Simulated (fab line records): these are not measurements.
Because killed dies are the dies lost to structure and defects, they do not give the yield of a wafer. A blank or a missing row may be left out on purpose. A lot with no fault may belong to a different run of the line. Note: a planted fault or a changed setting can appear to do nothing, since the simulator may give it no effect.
Which tool is to blame? || flow gf180mcu || 11 lots with 32 wafers sampled at 3 steps, on a route of 602 steps

## WHAT EACH GAUGE READ, for each wafer
GF_V2_OVL_MEAS_15.
{"lot": "L110", "measured": "day 20 12:17", "on": "overlay-02", "V2_OVL (nm)": "-7 -8 -6"}
{"lot": "L115", "measured": "day 22 11:14", "on": "overlay-02", "V2_OVL (nm)": "0 -3 4"}
{"lot": "L116", "measured": "day 22 16:07", "on": "overlay-02", "V2_OVL (nm)": "-18 -10 -16"}
{"lot": "L118", "measured": "day 23 05:17", "on": "overlay-02", "V2_OVL (nm)": "5 2 -4"}
{"lot": "L120", "measured": "day 24 11:35", "on": "overlay-01", "V2_OVL (nm)": "7 5 -3"}
{"lot": "L121", "measured": "day 24 14:35", "on": "overlay-02", "V2_OVL (nm)": "-3 -1"}
{"lot": "L129", "measured": "day 27 02:34", "on": "overlay-01", "V2_OVL (nm)": "-3 -4 1"}
{"lot": "L130", "measured": "day 27 10:39", "on": "overlay-01", "V2_OVL (nm)": "-5 2 -7"}
{"lot": "L131", "measured": "day 27 14:40", "on": "overlay-02", "V2_OVL (nm)": "-6 2 1"}
{"lot": "L132", "measured": "day 27 19:49", "on": "overlay-01", "V2_OVL (nm)": "-2 -3 0"}
{"lot": "L133", "measured": "day 28 08:54", "on": "overlay-01", "V2_OVL (nm)": "-4 -9 -8"}

## TOOL THAT RAN EACH LOT (tool first, then ch and the chambers of the sampled wafers, then the start)
{"lot": "L110", "GF_M2_METAL_ETCH_16": "rie_metal-01 ch 0,1, day 19 10:14", "GF_V2_CVD_02": "pecvd-04 ch 0,1,2, day 19 11:02"}
{"lot": "L115", "GF_M2_METAL_ETCH_16": "rie_metal-01 ch 0,1, day 21 10:09", "GF_V2_CVD_02": "pecvd-04 ch 0,1, day 21 10:55"}
{"lot": "L116", "GF_M2_METAL_ETCH_16": "rie_metal-01 ch 1, day 21 15:05", "GF_V2_CVD_02": "pecvd-03 ch 0,1,2, day 21 15:53"}
{"lot": "L118", "GF_M2_METAL_ETCH_16": "rie_metal-01 ch 0,1, day 22 04:29", "GF_V2_CVD_02": "pecvd-02 ch 0,2, day 22 05:16"}
{"lot": "L120", "GF_M2_METAL_ETCH_16": "rie_metal-03 ch 0,1, day 23 10:32", "GF_V2_CVD_02": "pecvd-02 ch 0,2, day 23 11:21"}
{"lot": "L121", "GF_M2_METAL_ETCH_16": "rie_metal-04 ch 0,1, day 23 15:36", "GF_V2_CVD_02": "pecvd-02 ch 1, day 23 16:22"}
{"lot": "L129", "GF_M2_METAL_ETCH_16": "rie_metal-04 ch 0, day 26 04:28", "GF_V2_CVD_02": "pecvd-04 ch 0,1,2, day 26 05:17"}
{"lot": "L130", "GF_M2_METAL_ETCH_16": "rie_metal-01 ch 0,1, day 26 12:26", "GF_V2_CVD_02": "pecvd-04 ch 1,2, day 26 13:34"}
{"lot": "L131", "GF_M2_METAL_ETCH_16": "rie_metal-01 ch 0,1, day 26 16:47", "GF_V2_CVD_02": "pecvd-02 ch 0,1,2, day 26 17:55"}
{"lot": "L132", "GF_M2_METAL_ETCH_16": "rie_metal-01 ch 0,1, day 26 22:36", "GF_V2_CVD_02": "pecvd-03 ch 0,1,2, day 26 23:28"}
{"lot": "L133", "GF_M2_METAL_ETCH_16": "rie_metal-01 ch 0,1, day 27 10:53", "GF_V2_CVD_02": "pecvd-03 ch 0,1,2, day 27 11:43"}
- GF_M2_METAL_ETCH_16: etches the open film in Cl2/BCl3, stops on SiO2, target depth 750.8 nm, time 125.1 s.
- GF_V2_CVD_02: deposits SiO2 from TEOS, target thk 850 nm, time 94.851 s.

## THE ANSWER, worked out from the rows above alone
Rule: what is usual is taken from the lots themselves. The widest of any qualifying gaps counts: lots, ordered by their means at a reading, are off when they make up no more than a third of the lots, leave a main group of 4 or more, and stand apart from it by 3 or more times the standard deviation of that group's means. Not used: any main group whose means are identical at the precision the tables above print for the reading. A lot without any number at a reading at which 4 lots or more have one is off too. Where the step has rows for the other lots, those lots are counted as sound.
Nothing can be told from this: no lot is off at any reading shown.

## WHAT THE SIMULATOR HAD PUT IN
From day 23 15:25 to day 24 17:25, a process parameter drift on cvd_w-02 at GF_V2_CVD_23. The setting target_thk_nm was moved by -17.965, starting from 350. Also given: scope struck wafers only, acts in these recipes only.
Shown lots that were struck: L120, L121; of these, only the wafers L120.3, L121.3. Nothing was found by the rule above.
